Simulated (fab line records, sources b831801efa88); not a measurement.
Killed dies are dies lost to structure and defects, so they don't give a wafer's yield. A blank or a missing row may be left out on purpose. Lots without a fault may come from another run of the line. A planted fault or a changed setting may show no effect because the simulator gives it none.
Which tool did it? | flow sky130 | 24 lots, 72 wafers sampled, at 5 steps of a route of 708

WHAT THE GAUGES READ, wafer by wafer
SKY_FIELD_ISO_THK_MEAS_23.
lot  | measured    | on            | FIELD_ISO_OXIDATION_01_THK (nm)
L074 | day 2 07:20 | film_metro-04 | 10.55 10.52 10.44
L075 | day 2 11:26 | film_metro-02 | 9.94 10.28 10.14
L076 | day 2 18:21 | film_metro-04 | 10.33 10.12 10.14
L077 | day 2 21:37 | film_metro-02 | 10.19 10.06 10.15
L078 | day 3 06:56 | film_metro-02 | 10.10 10.10 10.19
L079 | day 3 12:55 | film_metro-02 | 9.72 9.57 9.90
L080 | day 3 15:35 | film_metro-02 | 9.95 9.87 9.97
L081 | day 3 21:01 | film_metro-02 | 9.73 9.80 9.83
L082 | day 4 01:41 | film_metro-02 | 9.81 9.70 10.04
L083 | day 4 06:42 | film_metro-04 | 9.96 10.00 10.00
L084 | day 4 10:25 | film_metro-02 | 9.90 10.09 10.11
L085 | day 4 18:18 | film_metro-02 | 9.97 10.03 9.89
L086 | day 4 22:18 | film_metro-04 | 10.09 10.10 10.15
L087 | day 5 03:31 | film_metro-02 | 9.93 9.79 9.79
L088 | day 5 06:55 | film_metro-04 | 9.90 10.13 9.98
L089 | day 5 12:37 | film_metro-04 | 10.06 10.03 10.13
L090 | day 5 18:01 | film_metro-04 | 9.84 9.91 9.92
L091 | day 6 00:44 | film_metro-04 | 9.88 10.20 10.32
L092 | day 6 04:22 | film_metro-02 | 10.11 9.99 9.80
L093 | day 6 12:53 | film_metro-02 | 9.84 9.91 9.84
L094 | day 6 15:19 | film_metro-01 | 9.97 9.73 10.09
L095 | day 6 18:26 | film_metro-04 | 9.90 9.85 9.83
L096 | day 7 01:34 | film_metro-04 | 9.93 9.84 10.07
L097 | day 7 07:01 | film_metro-01 | 9.88 9.96 9.96

SKY_VIA4_BOW_MEAS_03.
lot  | measured     | on            | VIA4_BOW (um)
L074 | day 42 00:57 | film_metro-04 | 87 95 93
L075 | day 42 06:16 | film_metro-04 | 77 77 71
L076 | day 42 09:54 | film_metro-01 | 81 80 83
L077 | day 42 13:29 | film_metro-04 | 68 77 70
L078 | day 43 09:57 | film_metro-04 | 69 74 79
L079 | day 43 14:17 | film_metro-04 | 68 79 85
L080 | day 43 19:49 | film_metro-04 | 75 71 73
L081 | day 44 04:22 | film_metro-02 | 71 81 85
L082 | day 44 11:45 | film_metro-04 | 77 74 69
L083 | day 44 14:07 | film_metro-04 | 85 77 74
L084 | day 44 21:30 | film_metro-04 | 77 84 68
L085 | day 45 02:53 | film_metro-02 | 79 66 88
L086 | day 45 06:28 | film_metro-04 | 83 89 76
L087 | day 45 16:41 | film_metro-01 | 76 86 75
L088 | day 45 22:25 | film_metro-01 | 76 89 79
L089 | day 46 00:35 | film_metro-04 | 80 75 89
L090 | day 46 09:35 | film_metro-04 | 69 77 75
L091 | day 46 13:10 | film_metro-04 | 85 85 83
L092 | day 46 22:37 | film_metro-02 | 73 72 72
L093 | day 47 01:32 | film_metro-04 | 86 91 95
L094 | day 47 06:59 | film_metro-02 | 74 82 81
L095 | day 47 12:38 | film_metro-04 | 87 91 76
L096 | day 47 14:24 | film_metro-01 | 69 68 73
L097 | day 47 19:59 | film_metro-02 | 82 72 70

WHICH TOOL RAN EACH LOT (tool, then ch and the chambers of the sampled wafers, then the start)
lot  | SKY_SD_N_RTA_14                  | SKY_VIA1_SPUTTER_20          | SKY_METAL2_STRIP_20
L074 | rtp_anneal-01 ch 0, day 27 23:56 | pvd_sputter-03, day 34 03:28 | plasma_asher-01 ch 0,1, day 35 06:19
L075 | rtp_anneal-01 ch 0, day 28 06:07 | pvd_sputter-02, day 34 12:05 | plasma_asher-01 ch 0,1, day 35 15:35
L076 | rtp_anneal-01 ch 0, day 28 12:57 | pvd_sputter-02, day 34 14:32 | plasma_asher-03 ch 0,1, day 35 18:14
L077 | rtp_anneal-02 ch 0, day 28 16:26 | pvd_sputter-02, day 34 17:37 | plasma_asher-04 ch 0,1, day 35 21:10
L078 | rtp_anneal-01 ch 0, day 29 16:08 | pvd_sputter-02, day 35 17:25 | plasma_asher-01 ch 0,1, day 36 20:31
L079 | rtp_anneal-02 ch 0, day 30 00:14 | pvd_sputter-03, day 35 22:12 | plasma_asher-03 ch 0,1, day 37 01:07
L080 | rtp_anneal-01 ch 0, day 30 03:41 | pvd_sputter-04, day 36 02:09 | plasma_asher-04 ch 0,1, day 37 05:28
L081 | rtp_anneal-02 ch 0, day 30 15:23 | pvd_sputter-02, day 36 13:09 | plasma_asher-01 ch 0,1, day 37 16:19
L082 | rtp_anneal-01 ch 0, day 31 01:16 | pvd_sputter-03, day 36 23:28 | plasma_asher-03 ch 0,1, day 38 02:38
L083 | rtp_anneal-02 ch 0, day 31 04:23 | pvd_sputter-04, day 37 00:21 | plasma_asher-04 ch 0,1, day 38 03:52
L084 | rtp_anneal-01 ch 0, day 31 10:21 | pvd_sputter-03, day 37 07:32 | plasma_asher-04 ch 0,1, day 38 11:05
L085 | rtp_anneal-02 ch 0, day 31 17:05 | pvd_sputter-04, day 37 12:53 | plasma_asher-03 ch 0,1, day 38 16:31
L086 | rtp_anneal-01 ch 0, day 32 01:44 | pvd_sputter-04, day 37 20:00 | plasma_asher-03 ch 0,1, day 38 22:49
L087 | rtp_anneal-02 ch 0, day 32 12:44 | pvd_sputter-02, day 38 08:37 | plasma_asher-03 ch 0,1, day 39 11:34
L088 | rtp_anneal-01 ch 0, day 32 15:31 | pvd_sputter-04, day 38 12:40 | plasma_asher-03 ch 0,1, day 39 14:55
L089 | rtp_anneal-02 ch 0, day 32 19:21 | pvd_sputter-04, day 38 14:20 | plasma_asher-03 ch 0,1, day 39 17:22
L090 | rtp_anneal-01 ch 0, day 33 08:57 | pvd_sputter-03, day 39 02:21 | plasma_asher-04 ch 0,1, day 40 04:49
L091 | rtp_anneal-02 ch 0, day 33 16:05 | pvd_sputter-04, day 39 09:31 | plasma_asher-01 ch 0,1, day 40 11:20
L092 | rtp_anneal-01 ch 0, day 34 00:09 | pvd_sputter-02, day 39 18:14 | plasma_asher-01 ch 0,1, day 40 20:49
L093 | rtp_anneal-02 ch 0, day 34 04:38 | pvd_sputter-02, day 39 22:57 | plasma_asher-01 ch 0,1, day 41 01:25
L094 | rtp_anneal-01 ch 0, day 34 12:32 | pvd_sputter-03, day 40 04:06 | plasma_asher-04 ch 0,1, day 41 06:52
L095 | rtp_anneal-02 ch 0, day 34 20:46 | pvd_sputter-04, day 40 13:43 | plasma_asher-03 ch 0,1, day 41 15:14
L096 | rtp_anneal-01 ch 0, day 34 23:33 | pvd_sputter-03, day 40 16:01 | plasma_asher-04 ch 0,1, day 41 18:25
L097 | rtp_anneal-02 ch 0, day 35 05:20 | pvd_sputter-04, day 40 22:42 | plasma_asher-04 ch 0,1, day 42 00:58
- SKY_SD_N_RTA_14: time 2 s.
- SKY_VIA1_SPUTTER_20: material TiN, target thk 20 nm, time 80 s.
- SKY_METAL2_STRIP_20: strips in O2/N2.

WHAT THE TOOLS THEMSELVES READ (means of the sampled wafers that have a number; where no wafer has one, the mark that the record gives instead)
SKY_SD_N_RTA_14.
lot  | tool          | lamp_power_pct (%) | wafer_temp_C_max
L074 | rtp_anneal-01 | 15.73              | 1076.7
L075 | rtp_anneal-01 | 15.73              | 1076.6
L076 | rtp_anneal-01 | 15.70              | 1077.7
L077 | rtp_anneal-02 | 15.69              | 1077.8
L078 | rtp_anneal-01 | 15.70              | 1076.9
L079 | rtp_anneal-02 | 15.76              | 1078.9
L080 | rtp_anneal-01 | 15.80              | 1078.2
L081 | rtp_anneal-02 | 15.74              | 1077.4
L082 | rtp_anneal-01 | 15.77              | 1078.5
L083 | rtp_anneal-02 | 15.81              | 1079.2
L084 | rtp_anneal-01 | 15.72              | 1078.9
L085 | rtp_anneal-02 | 15.72              | 1077.7
L086 | rtp_anneal-01 | 15.73              | 1079.1
L087 | rtp_anneal-02 | 15.71              | 1077.1
L088 | rtp_anneal-01 | 15.75              | 1077.5
L089 | rtp_anneal-02 | 15.70              | 1078.4
L090 | rtp_anneal-01 | 15.68              | 1077.8
L091 | rtp_anneal-02 | 15.73              | 1077.6
L092 | rtp_anneal-01 | 15.70              | 1076.1
L093 | rtp_anneal-02 | 15.76              | 1079.0
L094 | rtp_anneal-01 | 15.73              | 1077.7
L095 | rtp_anneal-02 | 15.75              | 1077.7
L096 | rtp_anneal-01 | 15.79              | 1076.7
L097 | rtp_anneal-02 | 15.75              | 1078.0

SKY_VIA1_SPUTTER_20.
lot  | tool           | throttle_valve_pct (%)
L074 | pvd_sputter-03 | 29.6
L075 | pvd_sputter-02 | 29.7
L076 | pvd_sputter-02 | 29.1
L077 | pvd_sputter-02 | 29.9
L078 | pvd_sputter-02 | 29.8
L079 | pvd_sputter-03 | 29.9
L080 | pvd_sputter-04 | 31.6
L081 | pvd_sputter-02 | 29.8
L082 | pvd_sputter-03 | 30.8
L083 | pvd_sputter-04 | 29.9
L084 | pvd_sputter-03 | 30.3
L085 | pvd_sputter-04 | 30.5
L086 | pvd_sputter-04 | 29.5
L087 | pvd_sputter-02 | 29.7
L088 | pvd_sputter-04 | 30.5
L089 | pvd_sputter-04 | 31.3
L090 | pvd_sputter-03 | 30.2
L091 | pvd_sputter-04 | 31.4
L092 | pvd_sputter-02 | 29.9
L093 | pvd_sputter-02 | 29.6
L094 | pvd_sputter-03 | 30.2
L095 | pvd_sputter-04 | 31.1
L096 | pvd_sputter-03 | 30.4
L097 | pvd_sputter-04 | 31.4

SKY_METAL2_STRIP_20.
lot  | tool            | drypump_motor_current_A (A) | n2_flow_sccm (sccm) | oes_product_au (a.u.) | strip_time_to_endpoint_s (s)
L074 | plasma_asher-01 | 6.2                         | 300.5               | 0.345                 | 2.71
L075 | plasma_asher-01 | 6.2                         | 301.0               | 0.341                 | 2.72
L076 | plasma_asher-03 | 5.8                         | 299.0               | 0.348                 | 2.70
L077 | plasma_asher-04 | 5.3                         | 300.8               | 0.342                 | 2.64
L078 | plasma_asher-01 | 5.8                         | 300.8               | 0.336                 | 2.68
L079 | plasma_asher-03 | 5.7                         | 300.2               | 0.343                 | 2.71
L080 | plasma_asher-04 | 5.3                         | 300.4               | 0.335                 | 2.64
L081 | plasma_asher-01 | 5.8                         | 300.6               | 0.341                 | 2.66
L082 | plasma_asher-03 | 5.7                         | 300.1               | 0.339                 | 2.69
L083 | plasma_asher-04 | 5.3                         | 300.1               | 0.340                 | 2.59
L084 | plasma_asher-04 | 5.3                         | 299.5               | 0.344                 | 2.71
L085 | plasma_asher-03 | 6.1                         | 300.2               | 0.344                 | 2.68
L086 | plasma_asher-03 | 6.1                         | 299.2               | 0.340                 | 2.69
L087 | plasma_asher-03 | 6.1                         | 300.4               | 0.343                 | 2.69
L088 | plasma_asher-03 | 6.1                         | 299.8               | 0.346                 | 2.66
L089 | plasma_asher-03 | 6.1                         | 299.9               | 0.345                 | 2.72
L090 | plasma_asher-04 | 5.3                         | 300.3               | 0.346                 | 2.65
L091 | plasma_asher-01 | 6.2                         | 299.8               | 0.339                 | 2.67
L092 | plasma_asher-01 | 6.2                         | 301.0               | 0.340                 | 2.67
L093 | plasma_asher-01 | 5.8                         | 299.8               | 0.347                 | 2.71
L094 | plasma_asher-04 | 5.3                         | 299.3               | 0.344                 | 2.68
L095 | plasma_asher-03 | 5.7                         | 300.3               | 0.340                 | 2.64
L096 | plasma_asher-04 | 5.3                         | 301.3               | 0.341                 | 2.71
L097 | plasma_asher-04 | 5.3                         | 300.3               | 0.344                 | 2.70

THE ANSWER, worked out from the rows above alone
Rule: what is usual is taken from the lots themselves. Put in order of their means at a reading, lots are off if they are a third of the lots or fewer, leave a main group of 4 or more, and stand apart from it by a gap of 3 or more times the standard deviation of the main group's means; of several such gaps the widest counts. A main group whose means are all the same, to the digits that the tables above print for the reading, isn't used. A lot without any number at a reading at which 4 lots or more have one is off too. The other lots that the step has rows for count as sound. The gauges are gone through in route order, then the tools' own readings, and for those a lot's mean is taken as printed above. The first step at which some lot is off is used, and at that step the reading that is off furthest; a lot without a number counts as furthest.
No lot is off at any reading shown: from this, nothing can be told.

WHAT THE SIMULATOR HAD PUT IN
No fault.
